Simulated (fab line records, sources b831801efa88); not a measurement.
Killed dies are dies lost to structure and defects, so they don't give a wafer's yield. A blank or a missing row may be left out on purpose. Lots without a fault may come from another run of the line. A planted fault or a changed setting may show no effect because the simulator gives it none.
Problem report in the 8D (eight disciplines) form, filled by code | flow gf180mcu | the parts of the form that need people (team, actions taken, sign-off) are left out

1. THE PROBLEM
MVSD_RS at GF_VT_IMPLANT_RS_MEAS_46 reads a mean of 419.2 ohm/sq on 6 wafers of 2 lots; wafers without a fault read 456.7 ohm/sq with a standard deviation of 1.3. That is -29 standard deviations from the usual mean.
The step: measures by four-point-probe.
First seen on wafer L950.4, day 12 02:44, on film_metro-04. The record holds 36 wafers of 12 lots with a number at this step. Rule for "out", or "out of limits": more than 4 standard deviations from the usual mean. The other wafers with a number count as sound.

2. WHAT IT IS AND WHAT IT IS NOT
question                    | is                     | is not
which readings at this step | MVSD_RS                | -
which lots                  | L950, L952             | L934, L935, L938, L940, L943, L944, L945, L949, L951, L957
which wafers of those lots  | all that have a number | -
read on which gauges        | film_metro-04          | film_metro-02, film_metro-03
when                        | from day 12 02:44      | up to then (24 sound wafers); but 6 sound wafers of L951, L957 came after

3. SUSPECTS, AND WHAT RULES EACH OUT
Counting: a tool at a process step up to the reading stays a suspect if it ran every lot that is out and no sound lot after the first of them.
- the gauge at GF_VT_IMPLANT_RS_MEAS_46: ruled out. All the wafers that are out were read on film_metro-04, but those of them that GF_MVSD_IMPLANT_08 has rows for are out there too, on other tools.
- implanter-03 at GF_MVSD_IMPLANT_08: kept. It ran every lot that is out, first L950 (day 8 09:08), and no sound lot after that; its last sound lot up to then is L945 (day 7 03:55). Its own readings are out on those wafers: beam_on_s, end_station_pressure_torr, faraday_current_uA.
Left after counting: implanter-03 at GF_MVSD_IMPLANT_08.

4. THE CAUSE (what the simulator had put in)
Process parameter drift: implanter-03, from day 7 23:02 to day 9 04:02, at GF_MVSD_IMPLANT_08. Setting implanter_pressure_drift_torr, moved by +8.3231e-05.
Process parameter drift: implanter-03, from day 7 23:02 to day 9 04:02, at GF_MVSD_IMPLANT_08. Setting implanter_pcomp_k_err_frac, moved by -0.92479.
Counting left only this tool.

5. THE CHAIN OF EFFECTS, in route order
Each row: a reading whose mean over the struck wafers that have a number lies more than 3 standard deviations from the usual. Only readings for which the record gives a usual standard deviation are gone through. hours: the time from each lot's start at the first step in this table that gives one to its start at this step, as a median over the lots. sigmas: the change in usual standard deviations.
hours | step                     | reading                   | usual         | on struck wafers | change    | sigmas
0     | GF_MVSD_IMPLANT_08       | beam_on_s                 | 9.98 s        | 11.57            | +1.59     | +8.4
0     | GF_MVSD_IMPLANT_08       | end_station_pressure_torr | 5.04e-06 Torr | 8.66e-05         | +8.16e-05 | +99 or more
0     | GF_MVSD_IMPLANT_08       | faraday_current_uA        | 90.4          | 77.7             | -12.8     | -7.5
90    | GF_VT_IMPLANT_RS_MEAS_46 | MVSD_RS                   | 456.7 ohm/sq  | 419.2            | -37.5     | -29
The process steps in it:
- GF_MVSD_IMPLANT_08

6. WHAT WOULD HAVE CAUGHT IT SOONER
In this record the first reading out of limits at a measuring or inspecting step was taken at day 12 02:44, 100 hours after the fault began at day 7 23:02.
The tool's own readings at GF_MVSD_IMPLANT_08 were out on every struck wafer that the step has a row for (beam_on_s, end_station_pressure_torr, faraday_current_uA): an alarm limit on them would have fired on the first of those.
All the lots that are out (2) had begun GF_MVSD_IMPLANT_08 on implanter-03 by day 12 02:44. A hold on the tool at that time would have spared none of them.
